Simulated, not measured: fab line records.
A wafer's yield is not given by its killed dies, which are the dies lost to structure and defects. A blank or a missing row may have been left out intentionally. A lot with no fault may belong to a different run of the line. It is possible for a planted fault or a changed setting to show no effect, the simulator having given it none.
fab line records    flow sky130
[record] lots = 11  wafers = 33  last-day = 49
route steps=708 shown VIA1@472 METAL5@663 PASSIVATION@682 PAD_OPEN@708
lots that met no fault: taken from a fault-free run of the same line
start-h: hours from the record's first day to the start of the lot's first wafer shown    wait-h: hours since the lot's step before    " identical to the entry in the row above    L1.1+2: a row that stands for several wafers    - either no value or no given start    * or withheld: withheld    < > ~ a bound
route shown NAME@n: names a module that has steps shown in the file, with the first one's number in the route    usual: average and standard deviation across the fault-free wafers    same: alike in all rows    chamber/n: place in a boat    sites: per-site readings    _std_site: standard deviation across them    _edge_site: inner sites' mean taken away from outer sites' mean    radius-mm: how far each site lies from the wafer's centre    mask NAME#n: copy n    behind: the last tool/chamber to shape the wafer    hold: cause of the lot's hold/its duration in hours/its outcome    device: whichever transistor did not switch (one of n, p or np)    end of line: the tests these same wafers got at the end of their route    a step without rows: its recipe alone    killed: the dies lost at the first sort to structure and to defects; this is not the yield of the wafer    map: per-die view of a wafer (x killed, . not killed, _ where there is no die)
set.NAME: the run value of the setting; set.NAME@STEP: its run value at that earlier step    model.NAME: the simulator's own value behind a step, which no gauge read
steps of the route over a sample of lots; a table a step, a row a wafer
services: the hour from which a tool's chamber was out of use, counted from the record's first day as start-h (under 0 if before that day), plus the number of hours and why
[[steps]]
[step SKY_VIA1_ETCH_14]
[recipe] chemistry = N2/H2  target = BARC  ion-energy-ev = 200  source-w = 500  bias-w = 100  pressure-mtorr = 30  n2-flow-sccm = 100  h2-flow-sccm = 200  stop-on = SiO2  time-s = 45.9  target-depth-a = 600
[usual] drypump-motor-current-A = 5.7/0.49  n2-flow-sccm = 100.0/0.33  oes-product-au = 0.855/0.0043  throttle-valve-pct = 13.226/0.0096
lot.wafer  tool         chamber  start-h  wait-h  drypump-motor-current-A  n2-flow-sccm  oes-product-au  rf-hours-counter-h  throttle-valve-pct
L458.1     rie-diel-03  3        789.22   0.0     5.8                      100.1         0.856           14                  13.236
L458.2     "            0        "        "       6.2                      99.7          0.854           6                   13.219
L458.5     "            2        "        "       5.7                      100.4         0.850           -                   13.243
L459.2     rie-diel-03  3        798.47   0.0     5.8                      100.5         0.854           14                  13.229
L459.3     "            1        "        "       6.2                      100.0         0.861           5                   13.230
L459.6     "            0        "        "       6.2                      99.8          0.851           -                   13.220
L460.1     rie-diel-04  3        803.48   0.0     5.1                      100.2         0.852           15                  13.221
L460.5     "            1        "        "       5.5                      100.1         0.856           -                   13.230
L460.6     "            0        "        "       5.0                      100.4         0.855           -                   13.233
L464.1     rie-diel-02  3        852.33   0.0     6.6                      100.1         0.854           2                   13.221
L464.3     "            0        "        "       5.5                      100.2         0.857           11                  13.205
L464.5     "            1        "        "       5.5                      99.8          0.852           -                   13.226
L466.1     rie-diel-02  1        866.22   0.0     5.5                      100.1         0.857           8                   13.238
L466.3     "            2        "        "       6.0                      100.3         0.850           7                   13.231
L466.6     "            2        "        "       6.0                      100.1         0.854           -                   13.225
L467.1     rie-diel-02  2        869.27   0.0     6.0                      100.3         0.854           8                   13.239
L467.5     "            0        "        "       5.4                      100.1         0.855           -                   13.229
L467.6     "            3        "        "       6.6                      100.3         0.852           -                   13.235
L465.1     rie-diel-04  3        872.65   0.0     5.1                      99.9          0.846           17                  13.237
L465.2     "            2        "        "       6.1                      100.6         0.851           14                  13.215
L465.4     "            2        "        "       6.1                      100.3         0.854           -                   13.234
L468.2     rie-diel-02  1        873.30   0.0     5.5                      100.1         0.855           8                   13.228
L468.3     "            0        "        "       5.5                      100.0         0.859           12                  13.238
L468.6     "            3        "        "       6.6                      100.4         0.849           -                   13.213
L469.1     rie-diel-04  3        880.85   0.0     5.1                      100.3         0.857           17                  13.228
L469.2     "            2        "        "       6.1                      100.4         0.848           15                  13.223
L469.3     "            0        "        "       5.0                      99.9          0.857           8                   13.222
L476.2     rie-diel-04  2        932.15   0.0     6.1                      100.2         0.861           16                  13.241
L476.3     "            0        "        "       5.1                      100.0         0.865           10                  13.218
L476.4     "            3        "        "       5.1                      100.0         0.855           19                  13.231
L478.1     rie-diel-04  3        939.13   0.0     5.1                      100.1         0.858           19                  13.209
L478.2     "            1        "        "       5.5                      100.1         0.856           12                  13.220
L478.3     "            2        "        "       6.1                      100.1         0.858           16                  13.220
[step SKY_METAL5_SPUTTER_02]
[recipe] material = AlCu  target-thk-nm = 1150  power-w = 10600  time-s = 61.2  chamber-pressure-pa = 0.4
[usual] throttle-valve-pct = 30.3/0.78
lot.wafer  tool            chamber  start-h  wait-h  throttle-valve-pct
L458.1     pvd-sputter-01  -        999.95   0.0     31.6
L458.2     "               -        "        "       30.5
L458.5     "               -        "        "       28.9
L459.2     pvd-sputter-04  -        1009.34  0.0     30.8
L459.3     "               -        "        "       29.7
L459.6     "               -        "        "       29.7
L460.1     pvd-sputter-02  -        1012.95  0.0     29.6
L460.5     "               -        "        "       29.5
L460.6     "               -        "        "       29.9
L464.1     pvd-sputter-01  -        1063.59  0.0     29.0
L464.3     "               -        "        "       31.8
L464.5     "               -        "        "       31.7
L466.1     pvd-sputter-02  -        1068.35  0.0     30.0
L466.3     "               -        "        "       29.5
L466.6     "               -        "        "       29.6
L467.1     pvd-sputter-02  -        1070.28  0.0     29.7
L467.5     "               -        "        "       29.3
L467.6     "               -        "        "       31.3
L465.1     pvd-sputter-04  -        1071.65  0.0     29.6
L465.2     "               -        "        "       30.9
L465.4     "               -        "        "       30.5
L468.2     pvd-sputter-02  -        1072.05  0.0     29.9
L468.3     "               -        "        "       29.1
L468.6     "               -        "        "       29.9
L469.1     pvd-sputter-01  -        1077.61  0.0     31.7
L469.2     "               -        "        "       30.4
L469.3     "               -        "        "       28.9
L476.2     pvd-sputter-04  -        1129.92  0.0     30.1
L476.3     "               -        "        "       29.5
L476.4     "               -        "        "       31.0
L478.1     pvd-sputter-01  -        1133.06  0.0     30.5
L478.2     "               -        "        "       31.7
L478.3     "               -        "        "       28.9
[step SKY_METAL5_DESCUM_14]
[recipe] chemistry = O2  source-power-w = 150  bias-power-w = 0  pressure-mtorr = 10  temp-c = 40  time-s = 11
[usual] drypump-motor-current-A = 5.6/0.47  oes-product-au = 0.998/0.0071  temp-c = 39.98/0.11
lot.wafer  tool          chamber  start-h  wait-h  drypump-motor-current-A  oes-product-au  rf-hours-counter-h  temp-c
L458.1     rie-metal-04  1        1022.38  0.1     6.5                      1.003           11                  40.09
L458.2     "             0        "        "       5.7                      1.007           5                   40.00
L458.5     "             0        "        "       5.7                      1.010           -                   40.04
L459.2     rie-metal-04  0        1030.79  0.1     5.7                      1.014           6                   40.04
L459.3     "             0        "        "       5.7                      1.006           -                   40.12
L459.6     "             1        "        "       6.5                      0.987           -                   39.90
L460.1     rie-metal-01  0        1034.79  0.1     5.9                      1.003           15                  39.93
L460.5     "             1        "        "       5.1                      1.007           -                   39.95
L460.6     "             0        "        "       5.9                      1.002           -                   39.79
L464.1     rie-metal-03  0        1084.44  0.1     5.8                      1.008           17                  40.04
L464.3     "             0        "        "       5.8                      1.003           -                   39.94
L464.5     "             1        "        "       5.1                      0.999           -                   39.90
L466.1     rie-metal-01  1        1088.54  0.1     5.1                      1.004           17                  40.31
L466.3     "             1        "        "       5.1                      0.999           -                   40.19
L466.6     "             1        "        "       5.1                      0.996           -                   40.26
L467.1     rie-metal-03  0        1090.98  0.1     5.7                      0.995           18                  40.04
L467.5     "             0        "        "       5.8                      1.004           -                   40.06
L467.6     "             1        "        "       5.1                      1.000           -                   39.97
L465.1     rie-metal-04  1        1091.64  0.1     6.5                      0.996           16                  39.84
L465.2     "             0        "        "       5.7                      1.007           10                  39.84
L465.4     "             1        "        "       6.5                      0.990           -                   40.08
L468.2     rie-metal-03  1        1092.38  0.1     5.1                      1.003           23                  40.04
L468.3     "             0        "        "       5.8                      1.009           -                   40.03
L468.6     "             1        "        "       5.1                      0.995           -                   39.92
L469.1     rie-metal-03  1        1097.59  0.1     5.1                      1.002           23                  40.05
L469.2     "             0        "        "       5.8                      0.995           19                  39.93
L469.3     "             1        "        "       5.1                      0.999           -                   39.85
L476.2     rie-metal-01  0        1147.84  0.1     5.9                      0.987           24                  39.95
L476.3     "             1        "        "       5.1                      0.990           -                   40.05
L476.4     "             0        "        "       5.9                      0.996           -                   40.06
L478.1     rie-metal-03  1        1150.98  0.1     5.1                      0.992           28                  39.89
L478.2     "             0        "        "       5.8                      1.005           24                  39.83
L478.3     "             0        "        "       5.8                      0.996           -                   39.97
[step SKY_PASSIVATION_THK_MEAS_01]
[recipe] reads = SiO2_of_PASSIVATION_CVD_00
[usual] PASSIVATION_CVD_00_THK = 90.0/1.1
lot.wafer  tool           chamber  start-h  wait-h  PASSIVATION_CVD_00_THK[nm]
L458.1     film-metro-02  -        1023.29  -       88.7
L458.2     "              -        "        "       89.1
L458.5     "              -        "        "       89.0
L459.2     film-metro-01  -        1031.69  -       90.1
L459.3     "              -        "        "       89.6
L459.6     "              -        "        "       91.2
L460.1     film-metro-01  -        1035.69  -       90.4
L460.5     "              -        "        "       91.4
L460.6     "              -        "        "       91.8
L464.1     film-metro-04  -        1085.37  -       89.8
L464.3     "              -        "        "       89.9
L464.5     "              -        "        "       91.4
L466.1     film-metro-02  -        1089.95  -       88.9
L466.3     "              -        "        "       89.6
L466.6     "              -        "        "       91.4
L467.1     film-metro-01  -        1091.90  -       88.8
L467.5     "              -        "        "       90.8
L467.6     "              -        "        "       90.6
L465.1     film-metro-04  -        1092.53  -       89.1
L465.2     "              -        "        "       89.5
L465.4     "              -        "        "       90.2
L468.2     film-metro-04  -        1093.30  -       88.6
L468.3     "              -        "        "       88.6
L468.6     "              -        "        "       90.0
L469.1     film-metro-04  -        1098.49  -       90.3
L469.2     "              -        "        "       89.9
L469.3     "              -        "        "       89.6
L476.2     film-metro-02  -        1148.74  -       89.7
L476.3     "              -        "        "       89.2
L476.4     "              -        "        "       90.1
L478.1     film-metro-01  -        1151.94  -       91.1
L478.2     "              -        "        "       92.2
L478.3     "              -        "        "       90.8
[step SKY_PAD_OPEN_PROBE_99]
[usual] defect-limited-yield = 82.2/1.8  killed_at_M0_to_M3 = 44/6  killed_at_M4_up = 3.3/2.1  killed-at-contacts = 25/5.5  killed-at-front-end = 15/4.3  killed-at-other = 0.2/0.41  killed-dies = 88/9.1  killed-open = 48/6.6  killed-short = 39/6.7  sort_bin_3_pad_short = 0.9/0.4  sort_bin_5_function = 10.4/1.5  sort_bin_6_memory = 6.5/1.1  sort-n-pass = 404/9.1  sort-yield-pct = 82.2/1.8
[same] gross-dies = 492  killed-at-back-side = 0  sort_bin_4_leakage[%] = 0  sort_bin_8_speed[%] = 0
lot.wafer  tool       chamber  start-h  wait-h  hold                      defect-limited-yield[%]  killed_at_M0_to_M3  killed_at_M4_up  killed-at-contacts  killed-at-front-end  killed-at-other  killed-dies  killed-open  killed-short  sort_bin_3_pad_short[%]  sort_bin_5_function[%]  sort_bin_6_memory[%]  sort-n-pass  sort-yield-pct[%]
L458.1     prober-02  -        1069.91  0.1     -                         83.9                     37                  4                27                  11                   0                79           51           28            0.4                      9.1                     6.5                   413          83.9
L458.2     prober-02  -        1069.96  0.1     -                         83.9                     36                  7                27                  8                    1                79           39           39            0.8                      10.6                    4.7                   413          83.9
L458.5     prober-02  -        1070.11  0.2     -                         85.2                     38                  2                18                  15                   0                73           44           29            0.8                      9.1                     4.9                   419          85.2
L459.2     prober-01  -        1076.86  0.1     -                         85.0                     32                  2                28                  12                   0                74           44           30            0.4                      7.7                     6.9                   418          85.0
L459.3     prober-01  -        1076.91  0.2     -                         86.2                     37                  2                23                  6                    0                68           44           24            1.2                      5.9                     6.7                   424          86.2
L459.6     prober-01  -        1077.06  0.2     -                         83.9                     35                  0                27                  17                   0                79           42           37            0.2                      9.3                     6.5                   413          83.9
L460.1     prober-02  -        1081.44  0.1     -                         82.5                     48                  6                21                  10                   1                86           56           30            1.0                      10.6                    5.9                   406          82.5
L460.5     prober-02  -        1081.64  0.2     -                         83.5                     36                  1                28                  16                   0                81           52           29            0.2                      8.5                     7.7                   411          83.5
L460.6     prober-02  -        1081.69  0.2     -                         82.7                     40                  4                22                  19                   0                85           50           35            0.6                      11.6                    5.1                   407          82.7
L464.1     prober-01  -        1128.22  0.1     -                         80.7                     38                  4                32                  20                   1                95           44           51            1.2                      10.4                    7.7                   397          80.7
L464.3     prober-01  -        1128.32  0.2     -                         84.8                     32                  3                24                  16                   0                75           41           34            1.0                      8.9                     5.3                   417          84.8
L464.5     prober-01  -        1128.42  0.2     -                         84.1                     43                  4                12                  18                   1                78           29           49            1.0                      8.5                     6.3                   414          84.1
L466.1     prober-01  -        1134.04  0.1     -                         80.9                     41                  1                31                  21                   0                94           60           34            0.8                      12.0                    6.3                   398          80.9
L466.3     prober-01  -        1134.14  0.2     -                         80.1                     44                  6                35                  13                   0                98           63           35            2.0                      11.4                    6.5                   394          80.1
L466.6     prober-01  -        1134.29  0.2     -                         79.7                     47                  7                29                  15                   2                100          46           52            0.8                      12.4                    7.1                   392          79.7
L467.1     prober-02  -        1135.47  0.1     -                         80.3                     46                  0                38                  13                   0                97           65           32            1.0                      10.2                    8.5                   395          80.3
L467.5     prober-02  -        1135.67  0.2     -                         82.1                     47                  2                17                  22                   0                88           43           45            0.6                      9.1                     8.1                   404          82.1
L467.6     prober-02  -        1135.72  0.2     -                         83.1                     46                  3                21                  13                   0                83           41           40            0.6                      9.1                     7.1                   409          83.1
L465.1     prober-01  -        1135.88  0.1     -                         81.5                     49                  5                23                  14                   0                91           44           47            0.4                      10.2                    7.9                   401          81.5
L465.2     prober-01  -        1135.93  0.1     -                         80.1                     53                  5                22                  18                   0                98           55           43            1.2                      11.8                    6.9                   394          80.1
L465.4     prober-01  -        1136.03  0.2     -                         80.3                     55                  2                26                  14                   0                97           45           51            0.6                      11.4                    7.7                   395          80.3
L468.2     prober-02  -        1137.55  0.1     -                         79.5                     50                  0                35                  16                   0                101          55           46            1.8                      11.8                    6.9                   391          79.5
L468.3     prober-02  -        1137.60  0.2     -                         80.5                     54                  1                22                  19                   0                96           50           46            1.4                      11.2                    6.9                   396          80.5
L468.6     prober-02  -        1137.75  0.2     -                         81.9                     40                  4                33                  11                   1                89           56           33            1.2                      11.6                    5.3                   403          81.9
L469.1     prober-01  -        1140.71  0.1     -                         85.2                     47                  2                16                  8                    0                73           47           26            0.8                      8.1                     5.9                   419          85.2
L469.2     prober-01  -        1140.76  0.1     -                         79.1                     46                  3                32                  22                   0                103          54           48            1.6                      10.4                    8.9                   389          79.1
L469.3     prober-01  -        1140.81  0.2     -                         83.3                     45                  3                20                  14                   0                82           55           27            0.4                      10.2                    6.1                   410          83.3
L476.2     prober-02  -        1185.21  0.1     await-dispo/2.3h/release  71.7                     95                  2                24                  17                   1                139          50           39            3.7                      16.9                    7.7                   353          71.7
L476.3     prober-02  -        1185.26  0.2     await-dispo/2.3h/release  75.4                     74                  5                27                  15                   0                121          45           42            3.5                      12.8                    8.3                   371          75.4
L476.4     prober-02  -        1185.31  0.2     await-dispo/2.3h/release  77.4                     64                  0                26                  21                   0                111          55           25            2.4                      11.8                    8.3                   381          77.4
L478.1     prober-02  -        1187.81  0.1     await-dispo/3.1h/release  77.6                     69                  2                26                  13                   0                110          42           37            1.6                      13.0                    7.7                   382          77.6
L478.2     prober-02  -        1187.86  0.1     await-dispo/3.1h/release  74.8                     94                  1                15                  13                   1                124          33           29            3.5                      14.4                    7.3                   368          74.8
L478.3     prober-02  -        1187.91  0.2     await-dispo/3.1h/release  74.2                     81                  4                18                  24                   0                127          43           39            3.3                      16.7                    5.9                   365          74.2
// killed by level:class
L458.1 VIA1:geometric-particle:open=14 CONTACT:geometric-particle:open=11 VIA3:geometric-particle:open=7 LI_CONTACT:geometric-particle:open=5 CONTACT:geometric-particle:short=4 METAL3:geometric-particle:short=4 FIELD_ISO:geometric-particle:open=3 POLY_GATE:geometric-particle:open=3
L458.2 CONTACT:geometric-particle:open=10 VIA3:geometric-particle:open=8 VIA1:geometric-particle:open=6 CONTACT:geometric-particle:short=6 LI_CONTACT:geometric-particle:open=5 VIA1:geometric-particle:short=5 METAL4:geometric-particle:short=5 METAL1:geometric-particle:short=4
L458.5 VIA3:geometric-particle:open=10 METAL2:geometric-particle:short=6 LI_CONTACT:geometric-particle:open=5 VIA1:geometric-particle:open=5 VIA2:geometric-particle:open=5 CONTACT:geometric-particle:open=4 FIELD_ISO:geometric-particle:open=3 LI_CONTACT:geometric-particle:short=3
L459.2 VIA1:geometric-particle:open=11 CONTACT:geometric-particle:open=10 LI_CONTACT:geometric-particle:open=6 LOCAL_INTERCONNECT:geometric-particle:short=5 VIA2:geometric-particle:open=5 FIELD_ISO:geometric-particle:short=3 FIELD_ISO:geometric-particle:open=3 POLY_GATE:geometric-particle:open=3
L459.3 CONTACT:geometric-particle:open=12 VIA1:geometric-particle:open=12 VIA1:geometric-particle:short=6 VIA3:geometric-particle:open=5 LI_CONTACT:geometric-particle:open=4 METAL2:geometric-particle:short=4 VIA2:geometric-particle:open=4 LOCAL_INTERCONNECT:geometric-particle:short=3
L459.6 VIA1:geometric-particle:open=12 CONTACT:geometric-particle:open=8 LI_CONTACT:geometric-particle:open=6 CONTACT:geometric-particle:short=6 POLY_GATE:geometric-particle:short=5 VIA3:geometric-particle:open=5 VIA1:geometric-particle:short=5 METAL3:geometric-particle:short=4
L460.1 VIA1:geometric-particle:open=11 CONTACT:geometric-particle:open=9 VIA3:geometric-particle:open=8 LI_CONTACT:geometric-particle:open=6 METAL2:geometric-particle:short=6 POLY_GATE:geometric-particle:open=5 VIA2:geometric-particle:open=5 METAL1:geometric-particle:open=4
L460.5 CONTACT:geometric-particle:open=16 VIA1:geometric-particle:open=10 FIELD_ISO:geometric-particle:open=6 METAL1:geometric-particle:short=6 LI_CONTACT:geometric-particle:open=4 METAL2:geometric-particle:short=4 VIA3:geometric-particle:open=4 FIELD_ISO:geometric-particle:short=3
L460.6 VIA1:geometric-particle:open=12 CONTACT:geometric-particle:open=9 VIA3:geometric-particle:open=6 METAL1:geometric-particle:open=6 POLY_GATE:geometric-particle:open=5 VIA3:geometric-particle:short=5 FIELD_ISO:geometric-particle:short=4 LI_CONTACT:geometric-particle:open=4
L464.1 CONTACT:geometric-particle:open=10 POLY_GATE:geometric-particle:short=8 VIA1:geometric-particle:open=8 VIA2:geometric-particle:open=8 LOCAL_INTERCONNECT:geometric-particle:short=6 METAL2:geometric-particle:short=6 LI_CONTACT:geometric-particle:short=5 LI_CONTACT:geometric-particle:open=5
L464.3 CONTACT:geometric-particle:open=9 VIA1:geometric-particle:open=8 POLY_GATE:geometric-particle:open=6 CONTACT:geometric-particle:short=5 VIA1:geometric-particle:short=5 METAL3:geometric-particle:short=5 LOCAL_INTERCONNECT:geometric-particle:short=4 VIA2:geometric-particle:open=4
L464.5 POLY_GATE:geometric-particle:short=10 VIA2:geometric-particle:open=9 METAL2:geometric-particle:short=7 VIA1:geometric-particle:open=5 METAL3:geometric-particle:short=5 FIELD_ISO:geometric-particle:short=4 CONTACT:geometric-particle:open=4 VIA1:geometric-particle:short=4
L466.1 LI_CONTACT:geometric-particle:open=13 VIA1:geometric-particle:open=11 CONTACT:geometric-particle:open=10 VIA3:geometric-particle:open=8 FIELD_ISO:geometric-particle:short=6 VIA2:geometric-particle:open=5 METAL2:geometric-particle:short=4 POLY_GATE:geometric-particle:open=4
L466.3 VIA1:geometric-particle:open=21 CONTACT:geometric-particle:open=12 LI_CONTACT:geometric-particle:open=10 CONTACT:geometric-particle:short=5 VIA2:geometric-particle:open=5 POLY_GATE:geometric-particle:short=4 LI_CONTACT:geometric-particle:short=4 METAL1:geometric-particle:short=4
L466.6 VIA1:geometric-particle:open=10 CONTACT:geometric-particle:open=9 CONTACT:geometric-particle:short=8 METAL2:geometric-particle:short=8 VIA2:geometric-particle:open=7 VIA1:geometric-particle:short=7 METAL4:geometric-particle:short=6 FIELD_ISO:geometric-particle:open=4
L467.1 CONTACT:geometric-particle:open=14 LI_CONTACT:geometric-particle:open=13 VIA1:geometric-particle:open=9 VIA3:geometric-particle:open=9 VIA2:geometric-particle:open=7 METAL2:geometric-particle:short=5 LI_CONTACT:geometric-particle:short=4 CONTACT:geometric-particle:short=4
L467.5 VIA1:geometric-particle:open=10 METAL2:geometric-particle:short=8 VIA2:geometric-particle:open=7 FIELD_ISO:geometric-particle:short=6 CONTACT:geometric-particle:short=6 VIA3:geometric-particle:open=6 POLY_GATE:geometric-particle:short=5 LI_CONTACT:geometric-particle:open=5
L467.6 CONTACT:geometric-particle:open=8 VIA1:geometric-particle:open=8 VIA2:geometric-particle:open=8 VIA3:geometric-particle:open=8 VIA1:geometric-particle:short=6 METAL1:geometric-particle:short=6 FIELD_ISO:geometric-particle:short=4 LOCAL_INTERCONNECT:geometric-particle:short=4
L465.1 CONTACT:geometric-particle:short=11 VIA1:geometric-particle:open=9 METAL1:geometric-particle:short=7 METAL2:geometric-particle:short=7 CONTACT:geometric-particle:open=6 VIA3:geometric-particle:open=5 VIA2:geometric-particle:open=5 LI_CONTACT:geometric-particle:open=5
L465.2 VIA1:geometric-particle:open=11 VIA3:geometric-particle:open=8 CONTACT:geometric-particle:open=7 VIA2:geometric-particle:open=7 METAL1:geometric-particle:short=6 VIA2:geometric-particle:short=6 LI_CONTACT:geometric-particle:open=5 FIELD_ISO:geometric-particle:open=4
L465.4 CONTACT:geometric-particle:open=11 METAL2:geometric-particle:short=10 VIA1:geometric-particle:open=9 METAL1:geometric-particle:short=8 POLY_GATE:geometric-particle:short=6 CONTACT:geometric-particle:short=6 VIA1:geometric-particle:short=6 VIA2:geometric-particle:open=6
L468.2 VIA1:geometric-particle:open=18 CONTACT:geometric-particle:open=11 LI_CONTACT:geometric-particle:open=10 FIELD_ISO:geometric-particle:short=8 LOCAL_INTERCONNECT:geometric-particle:short=6 CONTACT:geometric-particle:short=6 VIA3:geometric-particle:short=6 VIA2:geometric-particle:open=5
L468.3 VIA1:geometric-particle:open=15 CONTACT:geometric-particle:open=10 FIELD_ISO:geometric-particle:short=8 VIA3:geometric-particle:open=8 VIA3:geometric-particle:short=6 LI_CONTACT:geometric-particle:open=5 VIA1:geometric-particle:short=5 VIA2:geometric-particle:open=5
L468.6 CONTACT:geometric-particle:open=15 VIA1:geometric-particle:open=9 VIA3:geometric-particle:open=8 LI_CONTACT:geometric-particle:open=6 FIELD_ISO:geometric-particle:open=4 LOCAL_INTERCONNECT:geometric-particle:short=4 CONTACT:geometric-particle:short=4 METAL1:geometric-particle:short=4
L469.1 VIA1:geometric-particle:open=15 VIA2:geometric-particle:open=10 CONTACT:geometric-particle:open=6 METAL3:geometric-particle:short=5 METAL1:geometric-particle:short=5 POLY_GATE:geometric-particle:open=4 LI_CONTACT:geometric-particle:open=4 VIA1:geometric-particle:short=4
L469.2 CONTACT:geometric-particle:open=11 LI_CONTACT:geometric-particle:open=8 VIA3:geometric-particle:open=8 FIELD_ISO:geometric-particle:open=7 METAL1:geometric-particle:short=7 VIA3:geometric-particle:short=6 VIA1:geometric-particle:open=5 POLY_GATE:geometric-particle:short=4
L469.3 VIA1:geometric-particle:open=15 CONTACT:geometric-particle:open=10 VIA3:geometric-particle:open=7 POLY_GATE:geometric-particle:open=6 VIA2:geometric-particle:short=5 VIA2:geometric-particle:open=5 FIELD_ISO:geometric-particle:open=4 LI_CONTACT:geometric-particle:open=4
L476.2 VIA1:unspecified=50 VIA1:geometric-particle:open=18 LI_CONTACT:geometric-particle:open=7 VIA3:geometric-particle:open=7 CONTACT:geometric-particle:open=5 CONTACT:geometric-particle:short=5 VIA1:geometric-particle:short=5 FIELD_ISO:geometric-particle:open=4
L476.3 VIA1:unspecified=34 CONTACT:geometric-particle:short=11 CONTACT:geometric-particle:open=10 VIA3:geometric-particle:open=7 LI_CONTACT:geometric-particle:open=6 VIA1:geometric-particle:open=6 VIA2:geometric-particle:open=6 VIA1:geometric-particle:short=5
L476.4 VIA1:unspecified=31 CONTACT:geometric-particle:open=13 VIA3:geometric-particle:open=8 POLY_GATE:geometric-particle:open=7 LI_CONTACT:geometric-particle:open=7 VIA1:geometric-particle:open=7 VIA2:geometric-particle:open=6 CONTACT:geometric-particle:short=5
L478.1 VIA1:unspecified=31 LI_CONTACT:geometric-particle:open=8 VIA1:geometric-particle:open=8 CONTACT:geometric-particle:open=7 LI_CONTACT:geometric-particle:short=6 METAL1:geometric-particle:short=6 VIA2:geometric-particle:open=5 POLY_GATE:geometric-particle:open=4
L478.2 VIA1:unspecified=62 VIA2:geometric-particle:open=7 LI_CONTACT:geometric-particle:open=5 VIA1:geometric-particle:open=5 METAL2:geometric-particle:short=5 FIELD_ISO:geometric-particle:short=4 VIA1:geometric-particle:short=4 CONTACT:geometric-particle:open=4
L478.3 VIA1:unspecified=45 LI_CONTACT:geometric-particle:open=8 VIA2:geometric-particle:open=8 FIELD_ISO:geometric-particle:open=7 FIELD_ISO:geometric-particle:short=6 METAL2:geometric-particle:short=6 VIA1:geometric-particle:short=5 POLY_GATE:geometric-particle:open=4
[[services]]
tool            chamber  start-h  hours  kind
rie-metal-04    -        773.53   0.4    repair
pvd-sputter-04  -        775.92   5.5    repair
pvd-sputter-04  -        816.93   2.1    repair
pvd-sputter-02  -        832.51   12.7   repair
rie-metal-03    -        836.44   1.1    repair
pvd-sputter-01  -        845.03   0.9    repair
pvd-sputter-01  -        860.96   2.1    repair
rie-diel-04     0        870.78   6.5    repair
rie-diel-04     3        886.05   5.5    repair
pvd-sputter-01  -        909.97   1.9    repair
pvd-sputter-02  -        926.81   3.3    repair
pvd-sputter-04  -        942.44   1.1    repair
rie-diel-02     0        947.90   12.3   repair
rie-metal-01    -        954.43   2.8    pm
rie-metal-03    -        971.97   0.5    repair
rie-diel-04     -        993.40   0.4    repair
rie-diel-02     1        1041.46  6.1    repair
pvd-sputter-01  -        1044.90  6.3    repair
pvd-sputter-02  -        1048.85  1.9    repair
rie-diel-02     3        1049.37  3.6    repair
rie-diel-02     1        1106.24  9.1    repair
pvd-sputter-02  -        1110.32  2.6    repair
rie-diel-02     2        1117.15  19.7   repair
pvd-sputter-01  -        1144.25  4.9    repair
[[key]]
[first-sign] step = SKY_PAD_OPEN_PROBE_99  reading = killed_at_M0_to_M3  direction = up  sigmas = 6  usual = 44  struck = 80
[effect] step = SKY_PAD_OPEN_PROBE_99  reading = sort_bin_3_pad_short  direction = up  sigmas = 5.3  usual = 0.9  struck = 3.0
met-at SKY_VIA1_ETCH_14
struck-lots L476,L478
not-acting-at SKY_METAL5_SPUTTER_02,SKY_METAL5_DESCUM_14,SKY_PASSIVATION_THK_MEAS_01
onset-between 880.85 932.15
also-fits time
[fault] kind = chamber-particle-source  tool = rie-diel-04  chamber = -  onset-h = 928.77  steps = SKY_VIA1_ETCH_14  rate-per-visit-cm2 = 0.9499  end-h = 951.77
